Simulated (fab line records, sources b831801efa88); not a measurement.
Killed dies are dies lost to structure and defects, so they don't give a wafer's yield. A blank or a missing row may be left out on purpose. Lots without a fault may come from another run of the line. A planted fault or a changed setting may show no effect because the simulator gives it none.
Split-lot experiment | flow sky130 | 5 lots, 23 wafers read, on a route of 708 steps

THE SPLIT
At SKY_VIA2_CMP_24 (polishes, stops on SiO2, t overpolish 20 s, target thk 0 nm), the setting t_overpolish_s was moved away from the recipe's 20 s on 6 of the 23 wafers read, by -28.6% to -13.2%. The other wafers ran this setting at the recipe's value.

The reading is taken at the split's own step.

THE READING
overpolish_run_s, in s, at SKY_VIA2_CMP_24 (polishes, stops on SiO2, t overpolish 20 s, target thk 0 nm). Fault-free wafers of this fab line usually give 20.001 s, standard deviation 0.01 s.

wafer  | tool, chamber at the split | t_overpolish_s as run, s | against the recipe | overpolish_run_s, s | against lot-mates on the recipe
L077.2 | cmp-01, 1                  | 20                       | recipe             | 20.020              | -
L077.4 | cmp-01, 3                  | 15.04                    | -24.8%             | 15.043              | -4.961
L077.3 | cmp-01, 0                  | 15.04                    | -24.8%             | 15.033              | -4.971
L077.5 | cmp-01, 1                  | 20                       | recipe             | 19.989              | -
L077.6 | cmp-01, 2                  | 20                       | recipe             | 20.002              | -
L078.1 | cmp-02, 2                  | 17.36                    | -13.2%             | 17.366              | -2.640
L078.2 | cmp-02, 3                  | 17.36                    | -13.2%             | 17.359              | -2.647
L078.3 | cmp-02, 0                  | 20                       | recipe             | 20.019              | -
L078.4 | cmp-02, 1                  | 20                       | recipe             | 19.997              | -
L078.5 | cmp-02, 2                  | 20                       | recipe             | 20.002              | -
L080.2 | cmp-02, 2                  | 20                       | recipe             | 20.007              | -
L080.4 | cmp-02, 3                  | 20                       | recipe             | 20.000              | -
L080.1 | cmp-02, 0                  | 20                       | recipe             | 19.992              | -
L080.6 | cmp-02, 2                  | 20                       | recipe             | 20.007              | -
L080.5 | cmp-02, 3                  | 20                       | recipe             | 20.016              | -
L081.1 | cmp-02, 1                  | 20                       | recipe             | 20.015              | -
L081.2 | cmp-02, 2                  | 20                       | recipe             | 19.994              | -
L081.3 | cmp-02, 3                  | 14.27                    | -28.6%             | 14.289              | -5.716
L081.5 | cmp-02, 0                  | 14.27                    | -28.6%             | 14.272              | -5.733
L081.6 | cmp-02, 1                  | 20                       | recipe             | 20.006              | -
L082.4 | cmp-01, 0                  | 20                       | recipe             | 19.994              | -
L082.1 | cmp-01, 3                  | 20                       | recipe             | 19.990              | -
L082.5 | cmp-01, 0                  | 20                       | recipe             | 19.998              | -

THE FIT
A straight line over all 23 wafers: overpolish_run_s changes by +0.2 s for each +1% of t_overpolish_s; r = +1.00; the points scatter about the line by 0.0097 s.
The same after taking each lot's own level away (the mean of its wafers on the recipe; 23 wafers): +0.2 s for each +1%; r = +1.00; scatter 0.009 s.
On that fit, the largest move of t_overpolish_s shifts the reading by 5.7 s.
The lots' own levels span 19.9940 to 20.0060 s, that is 1.2 times the standard deviation above.
So the lot-to-lot level changes the slope little: the two slopes agree.
Check: with one of the wafers moved furthest among these (-28.6%) left out of the fit, the line predicts -5.74 s for it against its lot-mates. It came out at -5.72 s against them.
Tool readings at the split's step, against how far the setting was moved: overpolish_run_s r = +1.00.

OTHER SPLITS ON THESE WAFERS
These wafers also went through other splits before the reading. Each is held against what the fit with the lots' levels taken away leaves over:
other split on the same wafers   | wafers away from the commonest value | r with overpolish_run_s (lot level and that fit taken away)
SKY_VIA1_ETCH_14 time_s          | 9                                    | +0.30
SKY_VIA1_SPUTTER_20 time_s       | 7                                    | -0.11
SKY_METAL2_SPUTTER_04 power_w    | 10                                   | +0.21
SKY_METAL2_COAT_10 spin_rpm      | 6                                    | +0.01
SKY_METAL2_ETCH_18 ion_energy_ev | 7                                    | +0.03
SKY_VIA2_ETCH_15 source_w        | 10                                   | -0.14

THE FILE'S OWN FIT
overpolish_run_s changes by +0.2 s for each +1% of t_overpolish_s, r = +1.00.
